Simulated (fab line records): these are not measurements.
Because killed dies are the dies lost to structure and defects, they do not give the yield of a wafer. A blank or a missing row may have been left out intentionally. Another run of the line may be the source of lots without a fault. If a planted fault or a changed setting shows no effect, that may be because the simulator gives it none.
A lot that was struck, set against a sound lot + flow sfq_line + 24 out of 325 route steps
Sound: these wafers, L912.1, L912.2, L912.4. Wafers L917.2, L917.3, L917.4 were the ones struck. The cause is named last.
For every step that has rows: the tool of each side, followed by ch and its chambers, followed by its first start. Under that, the readings that differ: sound wafers + struck wafers + difference of the means + sigmas: that difference in standard deviations of wafers without a fault.
alike: readings whose means differ by less than 2 such deviations, and words and numbers that are the same on both sides. not compared: withheld readings, readings that some wafer has no value for, bounds like >300 that may hide the same value, and numbers for which the record gives no deviation and whose values overlap.
The two part at a step that has a row with sigmas, a row that says differs or no value, or rows on one side only. Numbers that have no deviation but don't overlap get no sigmas and don't part them. A reading missing from all wafers of one side parts the sides only when that side holds two or more wafers.

first, 6 steps without rows for these wafers: SFQ_TRILAYER_I0_VIA_LITHO_COAT_036 (resist thk 62 nm); SFQ_TRILAYER_I0_VIA_LITHO_COAT_031 (resist thk 650 nm); SFQ_TRILAYER_I0_VIA_LITHO_SOFTBAKE_035; SFQ_TRILAYER_I0_VIA_LITHO_EXPOSE_032 (exposes mask I0, target cd 500 nm); SFQ_TRILAYER_I0_VIA_LITHO_PEB_034 (peb time 60 s); SFQ_TRILAYER_I0_VIA_LITHO_DEVELOP_033 (time 60 s).
SFQ_I0_OVL_MEAS_908:
  sound on overlay-01, day 8 21:01; struck on overlay-01, day 10 12:43
  alike: I0_OVL
SFQ_TRILAYER_I0_VIA_BARC_OPEN_VIA_ETCH_046: etches BARC in O2, target depth 125 nm, time 41.7 s.
  sound on rie_diel-03 ch 1,2,3, day 8 21:03; struck on rie_diel-03 ch 0,1,3, day 10 12:45
  alike: drypump_motor_current_A, oes_product_au, rf_fwd_power_W
  not compared: rf_hours_counter_h
SFQ_TRILAYER_I0_VIA_ETCH_VIA_ETCH_034: etches SiO2 in CHF3, stops on Nb, target depth 260 nm.
  sound on rie_diel-03 ch 1,2,3, day 8 21:05; struck on rie_diel-03 ch 0,1,3, day 10 12:47
  alike: drypump_motor_current_A, oes_product_au, rf_fwd_power_W
SFQ_TRILAYER_I0_VIA_STRIP_STRIP_035: strips in O2.
  sound on rie_metal-01 ch 0,1, day 8 21:13; struck on rie_metal-03 ch 0,1, day 10 12:55
  alike: drypump_motor_current_A, oes_product_au
  not compared: rf_hours_counter_h
then, 2 steps without rows for these wafers: SFQ_TRILAYER_I0_VIA_STRIP_SOLV_CLEAN_036 (cleans in NMP, time 600 s); SFQ_TRILAYER_M1_DEP_PRE_CLEAN_038 (time 22.5 s).
SFQ_TRILAYER_M1_DEP_SPUTTER_037: material Nb, target thk 200 nm, time 133.3 s.
  sound on pvd_sputter-05, day 8 22:01; struck on pvd_sputter-05, day 10 13:43
  no value came back on the struck wafers for base_pressure_pa (Pa), cathode_dc_power_W (W), throttle_valve_pct (%); on the sound wafers base_pressure_pa (Pa) reads 1.27e-06 1.29e-06 1.28e-06
SFQ_M1_RS_MEAS_909: the measuring method here is four-point-probe.
  sound on film_metro-03, day 8 22:06; struck on film_metro-04, day 10 13:49
| reading           | sound             | struck | difference                    | sigmas |
|-------------------|-------------------|--------|-------------------------------|--------|
| M1_NB_RS (ohm/sq) | 0.888 0.887 0.872 | - - -  | no value on the struck wafers |        |
then, 6 steps without rows for these wafers: SFQ_TRILAYER_M1_LITHO_COAT_044 (resist thk 62 nm); SFQ_TRILAYER_M1_LITHO_COAT_039 (resist thk 600 nm); SFQ_TRILAYER_M1_LITHO_SOFTBAKE_043; SFQ_TRILAYER_M1_LITHO_EXPOSE_040 (exposes mask M1, target cd 500 nm); SFQ_TRILAYER_M1_LITHO_PEB_042 (peb time 60 s); SFQ_TRILAYER_M1_LITHO_DEVELOP_041 (time 60 s).
-- the record jumps here: 2 days lie between the struck wafers' starts before and after --
SFQ_M1_OVL_MEAS_911:
  sound on overlay-02, day 11 00:43; struck on overlay-02, day 12 15:07
  alike: M1_OVL
SFQ_TRILAYER_M1_BARC_OPEN_METAL_ETCH_054: etches BARC in O2, target depth 125 nm, time 41.7 s.
  sound on rie_metal-02 ch 0,1, day 11 00:45; struck on rie_metal-02 ch 0,1, day 12 15:09
  alike: drypump_motor_current_A, oes_product_au, rf_fwd_power_W
  not compared: rf_hours_counter_h
SFQ_TRILAYER_M1_ETCH_METAL_ETCH_042: etches Nb in Cl2/Ar, stops on SiO2, target depth 240 nm, time 120 s.
  sound on rie_metal-02 ch 0,1, day 11 00:49; struck on rie_metal-02 ch 0,1, day 12 15:13
| reading               | sound             | struck            | difference | sigmas |
|-----------------------|-------------------|-------------------|------------|--------|
| oes_product_au (a.u.) | 0.899 0.893 0.914 | 0.373 0.373 0.381 | -0.526     | -81    |
  alike: drypump_motor_current_A, rf_fwd_power_W
  not compared: rf_hours_counter_h
SFQ_TRILAYER_M1_STRIP_STRIP_043: strips in O2.
  sound on rie_metal-02 ch 0,1, day 11 00:56; struck on rie_metal-02 ch 0,1, day 12 15:20
  alike: drypump_motor_current_A, oes_product_au
  not compared: rf_hours_counter_h

== WHERE THEY PART ==
Earliest at SFQ_TRILAYER_M1_DEP_SPUTTER_037; latest, in this record, at SFQ_TRILAYER_M1_ETCH_METAL_ETCH_042. Later steps at which nothing parts them and some readings are alike: SFQ_TRILAYER_M1_STRIP_STRIP_043.

WHY: what the simulator had put in
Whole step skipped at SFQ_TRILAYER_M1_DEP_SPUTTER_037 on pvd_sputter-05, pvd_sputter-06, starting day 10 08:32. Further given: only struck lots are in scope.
